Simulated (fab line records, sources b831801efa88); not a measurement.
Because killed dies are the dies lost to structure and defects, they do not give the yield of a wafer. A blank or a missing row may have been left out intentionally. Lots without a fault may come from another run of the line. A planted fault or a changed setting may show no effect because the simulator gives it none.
What tool caused it? ; flow gf180mcu ; 42 wafers from 14 lots sampled at 5 of the route's 602 steps

## WHAT THE GAUGES SHOWED, per wafer
GF_VT_IMPLANT_RS_MEAS_46: a four-point-probe measurement. Usual: for MVSD_RS the level is 455.9 ohm/sq and the standard deviation is 1.3.
lot;measured;on;MVSD_RS (ohm/sq);flag
L584;day 7 20:26;film_metro-02;459.4 457.5 458.2;
L586;day 8 06:58;film_metro-02;457.4 455.9 457.0;
L587;day 8 10:33;film_metro-01;456.0 454.8 455.9;
L588;day 8 20:49;film_metro-02;455.8 457.1 456.0;
L590;day 9 15:53;film_metro-02;456.8 456.4 456.2;
L591;day 9 20:28;film_metro-01;454.0 455.0 453.5;
L592;day 9 22:38;film_metro-02;457.2 457.5 457.4;
L593;day 10 14:16;film_metro-02;455.2 453.5 456.1;
L594;day 10 17:07;film_metro-01;454.8 455.1 455.6;
L598;day 11 14:58;film_metro-01;455.4 456.0 457.1;
L599;day 12 00:32;film_metro-02;455.1 454.3 455.7;
L600;day 12 06:44;film_metro-01;455.5 455.7 454.7;
L601;day 12 12:44;film_metro-02;456.9 457.1 456.8;
L605;day 13 14:22;film_metro-03;455.3 455.5 455.6;

GF_HV_LDD_OVL_MEAS_20. Usual: for HV_LDD_01_OVL the level is -0.4 nm and the standard deviation is 1.3.
lot;measured;on;HV_LDD_01_OVL (nm);flag
L584;day 11 01:29;overlay-01;-1.7 2.0 0.9;
L586;day 11 12:01;overlay-02;-0.9 1.7 2.2;
L587;day 11 17:41;overlay-01;-2.2 -1.8 -0.1;
L588;day 12 03:38;overlay-02;-0.2 1.6 2.0;
L590;day 13 01:32;overlay-02;-0.8 -0.5 1.1;
L591;day 13 06:40;overlay-01;-1.2 -0.2 0.3;
L592;day 13 11:58;overlay-01;-2.1 -2.4 0.6;
L593;day 14 04:22;overlay-01;1.1 2.0 0.4;
L594;day 14 05:25;overlay-02;-2.2 -1.3 -0.8;
L598;day 15 08:52;overlay-02;-0.4 -2.1 -2.7;
L599;day 15 17:31;overlay-01;2.0 0.3 0.7;
L600;day 16 02:37;overlay-02;-1.6 -0.7 1.8;
L601;day 16 09:02;overlay-01;1.0 0.5 1.0;
L605;day 17 20:43;overlay-02;2.0 -0.2 -1.2;

GF_HV_LDD_OVL_MEAS_47. Usual: for HV_LDD_03_OVL the level is 0.3 nm and the standard deviation is 1.5.
lot;measured;on;HV_LDD_03_OVL (nm);flag
L584;day 12 15:50;overlay-02;0.9 1.2 0.0;
L586;day 13 01:49;overlay-01;-0.1 1.9 3.7;
L587;day 13 08:38;overlay-02;-0.7 -0.6 -0.6;
L588;day 13 19:19;overlay-02;-1.6 0.2 -1.1;
L590;day 14 19:26;overlay-01;0.3 1.4 -0.1;
L591;day 15 00:58;overlay-01;-0.4 -0.5 0.4;
L592;day 15 06:52;overlay-02;-0.4 -1.9 -2.2;
L593;day 15 23:04;overlay-01;-0.6 -3.4 -1.8;
L594;day 16 00:10;overlay-01;0.8 0.9 0.1;
L598;day 17 05:58;overlay-02;-0.3 -0.9 -0.1;
L599;day 17 16:16;overlay-01;0.4 2.8 1.2;
L600;day 18 01:49;overlay-02;0.4 2.1 0.9;
L601;day 18 08:22;overlay-02;-0.4 -0.3 0.0;
L605;day 19 22:34;overlay-02;-1.5 -2.2 0.2;

## WHICH TOOL RAN EACH LOT (tool, then ch and the chambers of the sampled wafers, then the start)
lot;GF_HV_LDD_COAT_14;GF_HV_LDD_STRIP_22
L584;litho_track-01 ch 0, day 10 16:27;plasma_asher-01 ch 0,1, day 11 01:41
L586;litho_track-01 ch 0, day 11 01:54;plasma_asher-01 ch 0,1, day 11 12:12
L587;litho_track-01 ch 0, day 11 08:21;plasma_asher-04 ch 0,1, day 11 17:53
L588;litho_track-04 ch 0, day 11 17:40;plasma_asher-04 ch 0,1, day 12 03:49
L590;litho_track-01 ch 0, day 12 15:09;plasma_asher-01 ch 0,1, day 13 01:44
L591;litho_track-02 ch 0, day 12 20:01;plasma_asher-04 ch 0,1, day 13 06:51
L592;litho_track-02 ch 0, day 13 01:33;plasma_asher-02 ch 0,1, day 13 12:09
L593;litho_track-04 ch 0, day 13 17:21;plasma_asher-01 ch 0,1, day 14 04:33
L594;litho_track-02 ch 0, day 13 17:56;plasma_asher-04 ch 0,1, day 14 05:36
L598;litho_track-02 ch 0, day 14 21:49;plasma_asher-02 ch 0,1, day 15 09:03
L599;litho_track-02 ch 0, day 15 07:14;plasma_asher-01 ch 0,1, day 15 17:43
L600;litho_track-02 ch 0, day 15 15:38;plasma_asher-02 ch 0,1, day 16 02:48
L601;litho_track-02 ch 0, day 15 21:55;plasma_asher-01 ch 0,1, day 16 09:13
L605;litho_track-04 ch 0, day 17 08:52;plasma_asher-01 ch 0, day 17 20:54
- GF_HV_LDD_COAT_14: resist thk 1000 nm.
- GF_HV_LDD_STRIP_22: strips in O2/N2.

## WHAT THE TOOLS THEMSELVES READ (means of the sampled wafers that have a number; where no wafer has one, the mark that the record gives instead)
GF_HV_LDD_STRIP_22. Usual: drypump_motor_current_A 5.5 A, standard deviation 0.47; heater_power_w 320 W, standard deviation 33; oes_product_au 0.715 a.u., standard deviation 0.0042; strip_time_to_endpoint_s 12.63 s, standard deviation 0.032.
lot;tool;drypump_motor_current_A (A);heater_power_w (W);oes_product_au (a.u.);strip_time_to_endpoint_s (s);flag
L584;plasma_asher-01;5.7;317;0.712;12.60;
L586;plasma_asher-01;6.0;314;0.713;12.67;
L587;plasma_asher-04;5.2;350;0.714;12.70;
L588;plasma_asher-04;5.1;369;0.716;12.62;
L590;plasma_asher-01;6.0;313;0.719;12.64;
L591;plasma_asher-04;5.2;350;0.720;12.65;
L592;plasma_asher-02;5.2;298;0.710;12.65;
L593;plasma_asher-01;6.0;318;0.715;12.64;
L594;plasma_asher-04;5.2;347;0.717;12.65;
L598;plasma_asher-02;5.1;296;0.717;12.65;
L599;plasma_asher-01;5.7;321;0.712;12.50;OFF
L600;plasma_asher-02;5.4;275;0.713;12.46;OFF
L601;plasma_asher-01;6.0;315;0.720;12.46;OFF
L605;plasma_asher-01;5.5;324;0.710;12.60;

## THE ANSWER, worked out from the rows above alone
Rule: a lot counts as off when the mean over its wafers that have a number is more than 3 standard deviations away from the usual mean. Also off: a lot with no number at a reading for which 4 or more lots have one. All remaining lots with rows at the step are treated as sound. The gauges are gone through in route order, then the tools' own readings, and for those a lot's mean is taken as printed above. The first step at which some lot is off is used, and at that step the reading that is off furthest; a lot without a number counts as furthest.
Off: L599, L600, L601 (GF_HV_LDD_STRIP_22, strip_time_to_endpoint_s).
A tool fits if, at that step or a process step before it, it ran every lot that is off, and no sound lot after the first of them. One candidate fits, namely litho_track-02 at GF_HV_LDD_COAT_14. A fault onset in the window from L598 (day 14 21:49, its last sound lot) to L599 (day 15 07:14, its first lot off) fits.

## WHAT HAD BEEN PUT IN BY THE SIMULATOR
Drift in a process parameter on litho_track-02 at GF_HV_LDD_COAT_14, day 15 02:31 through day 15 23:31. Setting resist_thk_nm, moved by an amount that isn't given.
Shown lots that were struck: L599, L600, L601. The rule above reached the same finding.
